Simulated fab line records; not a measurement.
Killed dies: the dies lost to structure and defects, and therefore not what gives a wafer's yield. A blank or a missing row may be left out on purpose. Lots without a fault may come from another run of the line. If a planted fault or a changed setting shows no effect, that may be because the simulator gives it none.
Comparing a struck lot with a sound one    flow sky130    43 out of 708 route steps
Sound: wafers L232.2, L232.3, L232.5. Wafers struck: L240.2, L240.3, L240.6. The cause is named last.
Per side, at each step with rows, come the tool, then ch with its chambers, and then its first start. Under that, the readings that differ: sound wafers    struck wafers    difference of the means    sigmas: that difference in standard deviations of wafers without a fault.
alike: a reading whose means differ by less than 2 such deviations, as well as words and numbers matching on both sides. not compared: withheld readings; readings where some wafer has no value; bounds like >300 that might hide an equal value; numbers whose values overlap and for which the record gives no deviation.
Wherever a step has rows on one side only, a row that says differs or no value, or a row with sigmas, the two part there. Non-overlapping numbers with no deviation appear without sigmas and do not part them. A reading that every wafer of one side lacks parts them only if that side has two wafers or more.

first, 4 steps without rows for these wafers: SKY_LDD_LDN_SOFTBAKE_03 (time 60 s); SKY_LDD_LDN_EXPOSE_04 (exposes mask LDNTM, target cd 700 nm); SKY_LDD_LDN_PEB_05; SKY_LDD_LDN_DEVELOP_06 (develop time 60 s).
SKY_LDD_LDN_OVL_MEAS_07:
  sound on overlay-01 at day 22 10:26; struck on overlay-01 at day 25 18:02
  alike: LDD_LDN_OVL
then, 5 steps without rows for these wafers: SKY_LDD_LDN_IMPLANT_08; SKY_LDD_LDN_IMPLANT_09; SKY_LDD_LDN_IMPLANT_10; SKY_LDD_LDN_IMPLANT_11; SKY_LDD_LDN_STRIP_12 (strips in O2/N2).
SKY_LDD_LDN_TW_MEAS_13:
  sound on film metro-01 at day 22 11:11; struck on film metro-02 at day 25 18:46
  alike: LDD_LDN_TW
then, 1 step without rows for these wafers: SKY_LDD_LDN_CLEAN_14 (cleans in SC1/SC2, time 150 s).
SKY_SPACER_CVD_00: deposits Si3N4 from DCS/NH3, target thk 43.1 nm, time 740 s.
  sound on lpcvd-02 ch 1, day 22 11:17; struck on lpcvd-02 ch 1, day 25 19:13
SKY_SPACER_THK_MEAS_01:
  sound on film metro-01 at day 22 12:30; struck on film metro-02 at day 25 20:26
reading                 sound           struck          difference  sigmas
SPACER_CVD_00_THK (nm)  43.2 43.2 43.7  42.1 42.3 41.9  -1.3        -3
SKY_SPACER_ETCHBACK_02: etches Si3N4 in CH3F/O2, stops on SiO2, time 46.7 s, target depth 45 nm.
  sound on rie diel-03 ch 0,2,3, day 22 12:33; struck on rie diel-03 ch 0,2,3, day 25 20:29
reading                sound              struck             difference  sigmas
oes product au (a.u.)  0.860 0.849 0.856  0.842 0.842 0.830  -0.017      -2
  alike: drypump motor current A, throttle valve pct
  not compared: rf hours counter h
then, 8 steps without rows for these wafers: SKY_POLY_CUT_DEHYDRATE_00 (time 60 s); SKY_POLY_CUT_HMDS_01 (prime time 60 s); SKY_POLY_CUT_COAT_02 (resist thk 60 nm); SKY_POLY_CUT_COAT_03 (resist thk 450 nm); SKY_POLY_CUT_SOFTBAKE_04 (time 90 s); SKY_POLY_CUT_EXPOSE_05 (exposes mask NPCM, target cd 270 nm); SKY_POLY_CUT_PEB_06; SKY_POLY_CUT_DEVELOP_07 (develop time 60 s).
SKY_POLY_CUT_CD_MEAS_08: the cd target is 270 nm.
  sound on cd sem-01 at day 23 17:38; struck on cd sem-02 at day 26 23:56
  alike: cd nm
SKY_POLY_CUT_OVL_MEAS_09:
  sound on overlay-01 at day 23 17:45; struck on overlay-02 at day 27 00:03
  alike: POLY_CUT_OVL
SKY_POLY_CUT_ETCH_10: etches BARC in N2/H2, stops on SiO2, time 45.9 s, target depth 60 nm.
  sound on rie diel-03 ch 0,3, day 23 17:47; struck on rie diel-02 ch 0,3, day 27 00:05
  alike: drypump motor current A, oes product au, throttle valve pct
  not compared: rf hours counter h
SKY_POLY_CUT_ETCH_11: etches Si3N4 in CF4/CH2F2/Ar, stops on poly-Si, time 42.5 s, target depth 60 nm.
  sound on rie diel-03 ch 0,3, day 23 17:49; struck on rie diel-02 ch 0,3, day 27 00:07
  alike: cf4 flow sccm, drypump motor current A, oes product au, throttle valve pct
  not compared: rf hours counter h
SKY_POLY_CUT_STRIP_12: strips in O2/N2.
  sound on plasma asher-02 ch 0, day 23 17:52; struck on plasma asher-01 ch 1, day 27 00:10
reading                      sound        struck       difference  sigmas
drypump motor current A (A)  6.3 6.3 6.3  5.5 5.5 5.5  -0.8        -2
  alike: oes product au, strip time to endpoint s
  not compared: rf hours counter h
then, 7 steps without rows for these wafers: SKY_SD_P_DEHYDRATE_00 (time 60 s); SKY_SD_P_HMDS_01 (prime time 60 s); SKY_SD_P_COAT_02 (resist thk 1140 nm); SKY_SD_P_SOFTBAKE_03 (time 60 s); SKY_SD_P_EXPOSE_04 (exposes mask PSDM, target cd 380 nm); SKY_SD_P_PEB_05; SKY_SD_P_DEVELOP_06 (develop time 60 s).
SKY_SD_P_CD_MEAS_07: the cd target is 380 nm.
  sound on cd sem-01 at day 24 21:47; struck on cd sem-02 at day 28 03:02
  alike: cd nm
SKY_SD_P_OVL_MEAS_08:
  sound on overlay-01 at day 24 21:54; struck on overlay-02 at day 28 03:09
  alike: SD_P_OVL
next, for these wafers, 1 step has no rows: SKY_SD_P_IMPLANT_09.
SKY_SD_P_STRIP_10: strips in O2/N2.
  sound on plasma asher-03 ch 0,1, day 24 22:05; struck on plasma asher-03 ch 1, day 28 03:20
  alike: drypump motor current A, oes product au, strip time to endpoint s
  not compared: rf hours counter h
SKY_SD_P_TW_MEAS_11:
  sound on film metro-01 at day 24 22:11; struck on film metro-01 at day 28 03:26
  alike: SD_P_TW
then, 2 steps without rows for these wafers: SKY_RES_XHIGH_DEHYDRATE_00 (time 60 s); SKY_RES_XHIGH_HMDS_01 (prime time 60 s).
-- here the record skips 19 days between the struck wafers' starts before and after, leaving off in module RES_XHIGH and picking up in module PAD_OPEN (first step shown: number 708 of the route) --
SKY_PAD_OPEN_PROBE_99:
  sound on prober-01 at day 45 08:59; struck on prober-01 at day 47 15:17
reading                                            sound                    struck                   difference  sigmas
model.etest.pfet_01v8.drive ua um rim less centre  9.317 8.729 8.298        15.18 15.1 18.98         +7.64       
model.etest.pfet_01v8.drive ua um range            12.21 10.24 9.279        18.56 17.24 21.54        +8.54       
model.etest.nfet_01v8.drive ua um rim less centre  -1.513 -4.692 -0.1191    2.654 8.201 8.696        +8.625      
model.etest.pfet_01v8.vt v rim less centre         0.0125 0.01595 0.00144   0.02624 0.02949 0.02606  +0.01730    
model.etest.pfet_01v8.vt v range                   0.01731 0.01862 0.01556  0.03441 0.03348 0.0338   +0.01673    
  alike: killed_at_M0_to_M3, killed_at_M4_up, killed at contacts, killed at front end, killed at other, killed dies, killed open, killed short
  not compared: model.etest.nfet_01v8.drive ua um range

== WHERE THEY PART ==
At SKY_SPACER_THK_MEAS_01 first; at SKY_POLY_CUT_STRIP_12 last (within this record only). Later steps at which nothing parts them and some readings are alike: SKY_SD_P_CD_MEAS_07, SKY_SD_P_OVL_MEAS_08, SKY_SD_P_STRIP_10, SKY_SD_P_TW_MEAS_11, SKY_PAD_OPEN_PROBE_99.

WHY: whatever the simulator had introduced
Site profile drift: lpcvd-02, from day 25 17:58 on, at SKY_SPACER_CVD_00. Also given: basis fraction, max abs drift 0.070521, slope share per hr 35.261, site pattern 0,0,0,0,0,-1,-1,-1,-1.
